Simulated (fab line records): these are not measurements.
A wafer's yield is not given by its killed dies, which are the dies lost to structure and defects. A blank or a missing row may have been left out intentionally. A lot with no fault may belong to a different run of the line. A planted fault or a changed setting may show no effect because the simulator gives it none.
Which tool is to blame? || flow sfq line || Sampling: 14 lots, 42 wafers, 2 of 325 route steps

## WHAT EACH GAUGE READ, for each wafer
SFQ_I3_BOW_MEAS_922.
{"lot": "L201", "measured": "day 40 03:37", "on": "film metro-04", "I3_BOW (um)": "-9 -7 -14"}
{"lot": "L202", "measured": "day 40 12:38", "on": "film metro-04", "I3_BOW (um)": "1 0 17"}
{"lot": "L204", "measured": "day 40 18:40", "on": "film metro-03", "I3_BOW (um)": "-5 9 -1"}
{"lot": "L205", "measured": "day 40 21:36", "on": "film metro-04", "I3_BOW (um)": "1 -3 -6"}
{"lot": "L207", "measured": "day 41 06:14", "on": "film metro-02", "I3_BOW (um)": "3 8 11"}
{"lot": "L208", "measured": "day 41 09:16", "on": "film metro-03", "I3_BOW (um)": "-8 2 -3"}
{"lot": "L211", "measured": "day 42 21:13", "on": "film metro-03", "I3_BOW (um)": "0 18 6"}
{"lot": "L212", "measured": "day 42 22:35", "on": "film metro-04", "I3_BOW (um)": "-9 6 -3"}
{"lot": "L214", "measured": "day 43 15:13", "on": "film metro-04", "I3_BOW (um)": "7 -5 10"}
{"lot": "L218", "measured": "day 45 04:30", "on": "film metro-02", "I3_BOW (um)": "15 12 6"}
{"lot": "L220", "measured": "day 45 13:36", "on": "film metro-03", "I3_BOW (um)": "-9 -5 -5"}
{"lot": "L221", "measured": "day 45 22:31", "on": "film metro-04", "I3_BOW (um)": "0 -6 -1"}
{"lot": "L223", "measured": "day 47 05:38", "on": "film metro-03", "I3_BOW (um)": "5 11 -3"}
{"lot": "L224", "measured": "day 47 17:40", "on": "film metro-03", "I3_BOW (um)": "5 0 10"}

SFQ_JJ_OVL_MEAS_931.
{"lot": "L201", "measured": "day 51 18:08", "on": "overlay-01", "J5_OVL (nm)": "10 1 -1"}
{"lot": "L202", "measured": "day 52 00:09", "on": "overlay-01", "J5_OVL (nm)": "7 3 5"}
{"lot": "L204", "measured": "day 52 04:47", "on": "overlay-01", "J5_OVL (nm)": "5 0 2"}
{"lot": "L205", "measured": "day 52 07:17", "on": "overlay-02", "J5_OVL (nm)": "4 3 5"}
{"lot": "L207", "measured": "day 52 16:52", "on": "overlay-01", "J5_OVL (nm)": "3 5 6"}
{"lot": "L208", "measured": "day 53 00:09", "on": "overlay-01", "J5_OVL (nm)": "-5 -7 -5"}
{"lot": "L211", "measured": "day 56 01:37", "on": "overlay-01", "J5_OVL (nm)": "0 -5 -7"}
{"lot": "L212", "measured": "day 56 04:59", "on": "overlay-01", "J5_OVL (nm)": "2 -8 1"}
{"lot": "L214", "measured": "day 56 08:35", "on": "overlay-01", "J5_OVL (nm)": "6 -5 -5"}
{"lot": "L218", "measured": "day 57 08:34", "on": "overlay-01", "J5_OVL (nm)": "2 4 1"}
{"lot": "L220", "measured": "day 58 09:50", "on": "overlay-01", "J5_OVL (nm)": "-4 1 -11"}
{"lot": "L221", "measured": "day 58 13:26", "on": "overlay-01", "J5_OVL (nm)": "3 1 -5"}
{"lot": "L223", "measured": "day 63 03:39", "on": "overlay-02", "J5_OVL (nm)": "3 -2 2"}
{"lot": "L224", "measured": "day 63 12:11", "on": "overlay-02", "J5_OVL (nm)": "4 7 8"}

## EACH LOT AND THE TOOL THAT RAN IT (in order: tool; ch and the chambers of the sampled wafers; start)
Before these readings, the record contains no process step.

## AS READ BY THE TOOLS THEMSELVES (means over the sampled wafers that have a number; for cases with no such wafer, the mark the record gives instead)
The record holds no such reading with a usual standard deviation.

## THE ANSWER, worked out from the rows above alone
Rule: usual is defined by the lots themselves. The widest of any qualifying gaps counts: lots, ordered by their means at a reading, are off when they make up no more than a third of the lots, leave a main group of 4 or more, and stand apart from it by 3 or more times the standard deviation of that group's means. If all means in a main group match to the digits the tables above print for the reading, that group is not used. A lot without any number at a reading at which 4 lots or more have one is off too. Where the step has rows for the other lots, those lots are counted as sound. The gauges are gone through in route order, then the tools' own readings, and for those a lot's mean is taken as printed above. The first step at which some lot is off is used, and at that step the reading that is off furthest; a lot without a number counts as furthest.
None of the lots is off at any reading shown; this tells nothing.

## WHAT THE SIMULATOR HAD PUT IN
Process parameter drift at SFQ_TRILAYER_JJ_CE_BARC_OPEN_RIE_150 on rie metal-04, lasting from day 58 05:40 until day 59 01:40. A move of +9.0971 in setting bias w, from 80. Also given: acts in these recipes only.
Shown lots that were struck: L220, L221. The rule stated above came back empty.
